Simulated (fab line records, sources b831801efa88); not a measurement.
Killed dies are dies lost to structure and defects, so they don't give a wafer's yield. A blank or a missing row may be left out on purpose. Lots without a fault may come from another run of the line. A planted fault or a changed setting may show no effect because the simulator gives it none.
Which tool did it? | flow gf180mcu | 14 lots, 42 wafers sampled, at 3 steps of a route of 602

WHAT THE GAUGES READ, wafer by wafer
GF_NWELL_OVL_MEAS_07. Usual: NWELL_OVL -1.4 nm, standard deviation 1.4.
lot  | measured    | on         | NWELL_OVL (nm) | flag
L915 | day 3 07:00 | overlay-02 | -1.5 -2.5 -0.3 |
L916 | day 3 13:51 | overlay-02 | -0.5 -0.4 -0.3 |
L917 | day 3 19:22 | overlay-01 | -2.0 -2.6 -0.9 |
L918 | day 3 22:46 | overlay-02 | -3.0 -5.3 -4.3 |
L919 | day 4 05:06 | overlay-02 | -0.9 -1.8 -0.2 |
L921 | day 4 14:46 | overlay-01 | -0.2 -0.3 -1.2 |
L922 | day 4 22:07 | overlay-02 | -2.5 -1.9 -3.5 |
L923 | day 5 03:33 | overlay-02 | -2.9 -1.9 -2.0 |
L924 | day 5 07:33 | overlay-01 | -1.4 -2.3 -2.0 |
L925 | day 5 13:03 | overlay-02 | -0.8 -2.0 -0.8 |
L926 | day 5 18:01 | overlay-01 | -0.7 -0.9 -0.9 |
L928 | day 6 09:06 | overlay-02 | -0.9 -1.0 -2.7 |
L935 | day 7 20:09 | overlay-01 | 0.3 1.0 0.7    |
L936 | day 8 00:33 | overlay-02 | -0.9 -1.3 -0.5 |

GF_CONTACT_OVL_MEAS_15. Usual: CONTACT_OVL -2 nm, standard deviation 5.6.
lot  | measured     | on         | CONTACT_OVL (nm) | flag
L915 | day 15 21:09 | overlay-02 | 0 6 5            |
L916 | day 16 12:37 | overlay-02 | -21 -16 -9       |
L917 | day 16 21:12 | overlay-02 | -8 -13 -10       |
L918 | day 17 00:55 | overlay-02 | -9 -5 -3         |
L919 | day 17 11:19 | overlay-02 | 4 3 7            |
L921 | day 18 08:14 | overlay-01 | -5 -4 0          |
L922 | day 18 15:56 | overlay-02 | 0 1 -4           |
L923 | day 19 00:55 | overlay-01 | 10 10 2          |
L924 | day 19 08:10 | overlay-02 | 3 -1 -5          |
L925 | day 19 20:43 | overlay-02 | -15 -16 -11      |
L926 | day 20 01:18 | overlay-01 | -2 -4 -4         |
L928 | day 21 07:51 | overlay-02 | 2 -5 -2          |
L935 | day 23 06:40 | overlay-01 | -4 -7 2          |
L936 | day 23 18:03 | overlay-01 | 5 2 1            |

WHICH TOOL RAN EACH LOT (tool, then ch and the chambers of the sampled wafers, then the start)
lot  | GF_DNWELL_IMPLANT_07
L915 | implanter-02 ch 0, day 2 18:31
L916 | implanter-03 ch 0, day 3 00:28
L917 | implanter-03 ch 0, day 3 05:43
L918 | implanter-04 ch 0, day 3 10:12
L919 | implanter-04 ch 0, day 3 15:35
L921 | implanter-03 ch 0, day 4 01:21
L922 | implanter-04 ch 0, day 4 08:14
L923 | implanter-02 ch 0, day 4 13:45
L924 | implanter-04 ch 0, day 4 17:36
L925 | implanter-04 ch 0, day 4 22:36
L926 | implanter-04 ch 0, day 5 03:29
L928 | implanter-04 ch 0, day 5 18:23
L935 | implanter-02 ch 0, day 7 04:18
L936 | implanter-02 ch 0, day 7 08:56
- GF_DNWELL_IMPLANT_07

WHAT THE TOOLS THEMSELVES READ (means of the sampled wafers that have a number; where no wafer has one, the mark that the record gives instead)
GF_DNWELL_IMPLANT_07. Usual: beam_energy_keV 1500.0, standard deviation 0.46; end_station_pressure_torr 5.04e-06 Torr, standard deviation 2.8e-07.
lot  | tool         | beam_energy_keV | end_station_pressure_torr (Torr) | flag
L915 | implanter-02 | 1499.9          | 5.26e-06                         |
L916 | implanter-03 | 1499.8          | 5.00e-06                         |
L917 | implanter-03 | 1499.9          | 4.77e-06                         |
L918 | implanter-04 | 1499.7          | 5.08e-06                         |
L919 | implanter-04 | 1500.1          | 4.91e-06                         |
L921 | implanter-03 | 1499.7          | 4.97e-06                         |
L922 | implanter-04 | 1499.6          | 4.90e-06                         |
L923 | implanter-02 | 1499.9          | 5.09e-06                         |
L924 | implanter-04 | 1499.6          | 5.11e-06                         |
L925 | implanter-04 | 1500.4          | 5.28e-06                         |
L926 | implanter-04 | 1470.1          | 5.41e-06                         | OFF
L928 | implanter-04 | 1469.9          | 4.94e-06                         | OFF
L935 | implanter-02 | 1500.4          | 5.13e-06                         |
L936 | implanter-02 | 1499.7          | 5.20e-06                         |

THE ANSWER, worked out from the rows above alone
Rule: a lot is off if the mean of its wafers that have a number lies more than 3 standard deviations from the usual mean. A lot without any number at a reading at which 4 lots or more have one is off too. The other lots that the step has rows for count as sound. The gauges are gone through in route order, then the tools' own readings, and for those a lot's mean is taken as printed above. The first step at which some lot is off is used, and at that step the reading that is off furthest; a lot without a number counts as furthest.
Off: L926, L928, at GF_DNWELL_IMPLANT_07 (beam_energy_keV).
A tool fits if, at that step or a process step before it, it ran every lot that is off, and no sound lot after the first of them. One fits: implanter-04 at GF_DNWELL_IMPLANT_07. Its last sound lot is L925 (day 4 22:36), its first lot that is off L926 (day 5 03:29): a fault that began between those two fits.
The tool's own readings at GF_DNWELL_IMPLANT_07 bear it out: on the lots that are off they differ by more than 5 times the standard deviation of the sound lots' means. beam_energy_keV reads 1470.0 there against 1499.9 on the sound lots.

WHAT THE SIMULATOR HAD PUT IN
Process parameter drift: implanter-04, from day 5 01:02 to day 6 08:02, at GF_DNWELL_IMPLANT_07. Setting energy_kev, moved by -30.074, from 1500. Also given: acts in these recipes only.
Lots struck among those shown: L926, L928. The rule above found the same.
